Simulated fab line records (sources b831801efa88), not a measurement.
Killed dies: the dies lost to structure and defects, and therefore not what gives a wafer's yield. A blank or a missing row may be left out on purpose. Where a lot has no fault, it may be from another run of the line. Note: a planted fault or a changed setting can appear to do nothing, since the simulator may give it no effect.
The tool behind it: which one? / flow gf180mcu / 13 lots, 39 wafers sampled, at 4 steps of a route of 602

## WHAT THE GAUGES READ, wafer by wafer
GF_VT_IMPLANT_OVL_MEAS_07.
lot=L920; measured=day 5 19:27; on=overlay-01; VT_IMPLANT_OVL (nm)=0.8 -0.5 -3.0
lot=L921; measured=day 6 04:26; on=overlay-01; VT_IMPLANT_OVL (nm)=0.9 0.1 2.9
lot=L922; measured=day 6 09:48; on=overlay-01; VT_IMPLANT_OVL (nm)=0.3 0.5 -0.3
lot=L923; measured=day 6 13:33; on=overlay-02; VT_IMPLANT_OVL (nm)=-0.7 1.5 -0.9
lot=L924; measured=day 6 20:44; on=overlay-02; VT_IMPLANT_OVL (nm)=-0.6 -1.3 1.2
lot=L926; measured=day 7 19:51; on=overlay-02; VT_IMPLANT_OVL (nm)=-1.9 -1.3 -1.1
lot=L927; measured=day 7 20:41; on=overlay-01; VT_IMPLANT_OVL (nm)=-2.6 0.5 -0.4
lot=L930; measured=day 8 08:53; on=overlay-02; VT_IMPLANT_OVL (nm)=0.2 -2.0 -3.1
lot=L931; measured=day 8 18:11; on=overlay-02; VT_IMPLANT_OVL (nm)=-2.2 1.1 1.0
lot=L934; measured=day 9 14:08; on=overlay-01; VT_IMPLANT_OVL (nm)=-3.4 -3.4 0.2
lot=L937; measured=day 10 05:35; on=overlay-01; VT_IMPLANT_OVL (nm)=-1.2 0.3 -0.1
lot=L941; measured=day 11 06:40; on=overlay-01; VT_IMPLANT_OVL (nm)=-2.2 -1.0 -1.9
lot=L942; measured=day 11 14:41; on=overlay-02; VT_IMPLANT_OVL (nm)=0.6 0.6 1.0

GF_VT_IMPLANT_OVL_MEAS_40.
lot=L920; measured=day 7 18:16; on=overlay-01; VT_IMPLANT_03_OVL (nm)=-0.3 1.9 0.1
lot=L921; measured=day 8 03:26; on=overlay-02; VT_IMPLANT_03_OVL (nm)=-1.4 -0.4 -0.3
lot=L922; measured=day 8 10:25; on=overlay-01; VT_IMPLANT_03_OVL (nm)=-2.9 -1.6 -0.7
lot=L923; measured=day 8 14:41; on=overlay-02; VT_IMPLANT_03_OVL (nm)=-1.7 0.4 0.7
lot=L924; measured=day 8 21:44; on=overlay-01; VT_IMPLANT_03_OVL (nm)=0.5 1.3 0.2
lot=L926; measured=day 9 21:56; on=overlay-02; VT_IMPLANT_03_OVL (nm)=-0.2 1.6 0.1
lot=L927; measured=day 9 23:29; on=overlay-02; VT_IMPLANT_03_OVL (nm)=0.2 -1.5 0.1
lot=L930; measured=day 10 13:05; on=overlay-02; VT_IMPLANT_03_OVL (nm)=3.1 2.2 1.7
lot=L931; measured=day 10 22:23; on=overlay-02; VT_IMPLANT_03_OVL (nm)=1.8 2.3 0.0
lot=L934; measured=day 11 21:40; on=overlay-02; VT_IMPLANT_03_OVL (nm)=1.0 2.7 2.1
lot=L937; measured=day 12 13:02; on=overlay-02; VT_IMPLANT_03_OVL (nm)=-0.8 -0.2 -2.6
lot=L941; measured=day 13 17:36; on=overlay-01; VT_IMPLANT_03_OVL (nm)=1.5 1.8 1.0
lot=L942; measured=day 14 02:57; on=overlay-02; VT_IMPLANT_03_OVL (nm)=1.2 1.2 -1.1

## EACH LOT AND THE TOOL THAT RAN IT (in order: tool; ch and the chambers of the sampled wafers; start)
lot=L920; GF_STI_WET_ETCH_17=wet-bench-02 ch 0, day 2 06:58; GF_MVSD_STRIP_10=plasma-asher-02 ch 0, day 4 14:52
lot=L921; GF_STI_WET_ETCH_17=wet-bench-02 ch 3, day 2 12:46; GF_MVSD_STRIP_10=plasma-asher-01 ch 0,1, day 4 22:10
lot=L922; GF_STI_WET_ETCH_17=wet-bench-01 ch 3, day 2 16:55; GF_MVSD_STRIP_10=plasma-asher-02 ch 0,1, day 5 03:58
lot=L923; GF_STI_WET_ETCH_17=wet-bench-04 ch 1, day 2 21:55; GF_MVSD_STRIP_10=plasma-asher-02 ch 0,1, day 5 08:31
lot=L924; GF_STI_WET_ETCH_17=wet-bench-02 ch 2, day 3 03:04; GF_MVSD_STRIP_10=plasma-asher-01 ch 0,1, day 5 15:07
lot=L926; GF_STI_WET_ETCH_17=wet-bench-02 ch 3, day 3 15:04; GF_MVSD_STRIP_10=plasma-asher-03 ch 0,1, day 6 12:03
lot=L927; GF_STI_WET_ETCH_17=wet-bench-01 ch 2, day 3 19:52; GF_MVSD_STRIP_10=plasma-asher-03 ch 0,1, day 6 13:00
lot=L930; GF_STI_WET_ETCH_17=wet-bench-04 ch 0, day 4 09:31; GF_MVSD_STRIP_10=plasma-asher-03 ch 0,1, day 7 01:20
lot=L931; GF_STI_WET_ETCH_17=wet-bench-01 ch 2, day 4 15:52; GF_MVSD_STRIP_10=plasma-asher-03 ch 0, day 7 09:28
lot=L934; GF_STI_WET_ETCH_17=wet-bench-02 ch 1, day 5 06:55; GF_MVSD_STRIP_10=plasma-asher-02 ch 0,1, day 8 04:08
lot=L937; GF_STI_WET_ETCH_17=wet-bench-01 ch 3, day 5 22:04; GF_MVSD_STRIP_10=plasma-asher-02 ch 0,1, day 8 19:12
lot=L941; GF_STI_WET_ETCH_17=wet-bench-04 ch 3, day 6 18:49; GF_MVSD_STRIP_10=plasma-asher-03 ch 0,1, day 9 18:29
lot=L942; GF_STI_WET_ETCH_17=wet-bench-01 ch 0, day 7 00:58; GF_MVSD_STRIP_10=plasma-asher-01 ch 0,1, day 10 01:22
- GF_STI_WET_ETCH_17: etches Si3N4 in H3PO4, target depth 45 nm, time 514 s.
- GF_MVSD_STRIP_10: strips in O2/N2.

## WHAT THE TOOLS THEMSELVES READ (means of the sampled wafers that have a number; where no wafer has one, the mark that the record gives instead)
GF_STI_WET_ETCH_17.
lot=L920; tool=wet-bench-02; bath-guard-temp-C (C)=160.1; temp-c (C)=160.12
lot=L921; tool=wet-bench-02; bath-guard-temp-C (C)=160.0; temp-c (C)=159.87
lot=L922; tool=wet-bench-01; bath-guard-temp-C (C)=160.8; temp-c (C)=159.99
lot=L923; tool=wet-bench-04; bath-guard-temp-C (C)=159.7; temp-c (C)=159.91
lot=L924; tool=wet-bench-02; bath-guard-temp-C (C)=159.6; temp-c (C)=160.04
lot=L926; tool=wet-bench-02; bath-guard-temp-C (C)=159.9; temp-c (C)=160.04
lot=L927; tool=wet-bench-01; bath-guard-temp-C (C)=159.9; temp-c (C)=159.86
lot=L930; tool=wet-bench-04; bath-guard-temp-C (C)=159.3; temp-c (C)=160.03
lot=L931; tool=wet-bench-01; bath-guard-temp-C (C)=159.9; temp-c (C)=160.00
lot=L934; tool=wet-bench-02; bath-guard-temp-C (C)=147.2; temp-c (C)=146.63
lot=L937; tool=wet-bench-01; bath-guard-temp-C (C)=160.9; temp-c (C)=159.98
lot=L941; tool=wet-bench-04; bath-guard-temp-C (C)=159.7; temp-c (C)=159.91
lot=L942; tool=wet-bench-01; bath-guard-temp-C (C)=160.1; temp-c (C)=159.86

GF_MVSD_STRIP_10.
lot=L920; tool=plasma-asher-02; drypump-motor-current-A (A)=5.4; heater-power-w (W)=332; oes-product-au (a.u.)=0.724; strip-time-to-endpoint-s (s)=36.97
lot=L921; tool=plasma-asher-01; drypump-motor-current-A (A)=5.7; heater-power-w (W)=363; oes-product-au (a.u.)=0.731; strip-time-to-endpoint-s (s)=36.96
lot=L922; tool=plasma-asher-02; drypump-motor-current-A (A)=5.3; heater-power-w (W)=342; oes-product-au (a.u.)=0.731; strip-time-to-endpoint-s (s)=37.07
lot=L923; tool=plasma-asher-02; drypump-motor-current-A (A)=5.4; heater-power-w (W)=339; oes-product-au (a.u.)=0.728; strip-time-to-endpoint-s (s)=37.00
lot=L924; tool=plasma-asher-01; drypump-motor-current-A (A)=6.1; heater-power-w (W)=360; oes-product-au (a.u.)=0.726; strip-time-to-endpoint-s (s)=36.96
lot=L926; tool=plasma-asher-03; drypump-motor-current-A (A)=5.6; heater-power-w (W)=315; oes-product-au (a.u.)=0.727; strip-time-to-endpoint-s (s)=37.11
lot=L927; tool=plasma-asher-03; drypump-motor-current-A (A)=5.5; heater-power-w (W)=343; oes-product-au (a.u.)=0.732; strip-time-to-endpoint-s (s)=37.13
lot=L930; tool=plasma-asher-03; drypump-motor-current-A (A)=5.5; heater-power-w (W)=318; oes-product-au (a.u.)=0.731; strip-time-to-endpoint-s (s)=37.04
lot=L931; tool=plasma-asher-03; drypump-motor-current-A (A)=5.6; heater-power-w (W)=370; oes-product-au (a.u.)=0.728; strip-time-to-endpoint-s (s)=36.91
lot=L934; tool=plasma-asher-02; drypump-motor-current-A (A)=5.4; heater-power-w (W)=337; oes-product-au (a.u.)=0.732; strip-time-to-endpoint-s (s)=37.03
lot=L937; tool=plasma-asher-02; drypump-motor-current-A (A)=5.3; heater-power-w (W)=343; oes-product-au (a.u.)=0.727; strip-time-to-endpoint-s (s)=37.05
lot=L941; tool=plasma-asher-03; drypump-motor-current-A (A)=5.5; heater-power-w (W)=338; oes-product-au (a.u.)=0.726; strip-time-to-endpoint-s (s)=36.99
lot=L942; tool=plasma-asher-01; drypump-motor-current-A (A)=5.7; heater-power-w (W)=360; oes-product-au (a.u.)=0.730; strip-time-to-endpoint-s (s)=37.04

## THE ANSWER, worked out from the rows above alone
Rule: what is usual is taken from the lots themselves. The widest of any qualifying gaps counts: lots, ordered by their means at a reading, are off when they make up no more than a third of the lots, leave a main group of 4 or more, and stand apart from it by 3 or more times the standard deviation of that group's means. The tables above print the reading to a certain number of digits; a main group whose means all agree to those digits is not used. Also off: a lot with no number at a reading for which 4 or more lots have one. All remaining lots with rows at the step are treated as sound. Order of review: gauges by route order, followed by the tools' own readings, for which a lot's mean as printed above is used. The first step at which some lot is off is used, and at that step the reading that is off furthest; a lot without a number counts as furthest.
Off, at GF_STI_WET_ETCH_17 on temp-c: L934. The main group: mean 159.97 C, standard deviation 0.081.
A tool fits if, at that step or a process step before it, it ran every lot that is off, and no sound lot after the first of them. One candidate fits, namely wet-bench-02 at GF_STI_WET_ETCH_17. A fault onset in the window from L926 (day 3 15:04, its last sound lot) to L934 (day 5 06:55, its first lot off) fits.
The tool's own readings at GF_STI_WET_ETCH_17 bear it out: on the lots that are off they differ by more than 5 times the standard deviation of the sound lots' means. bath-guard-temp-C reads 147.2 C there against 160.0 C on the sound lots; temp-c reads 146.63 C there against 159.97 C on the sound lots.

## WHAT THE SIMULATOR HAD INSERTED
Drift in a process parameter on wet-bench-02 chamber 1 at GF_STI_WET_ETCH_17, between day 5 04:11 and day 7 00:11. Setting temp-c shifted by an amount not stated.
Struck lots among those shown: L934. The rule above reached the same finding.
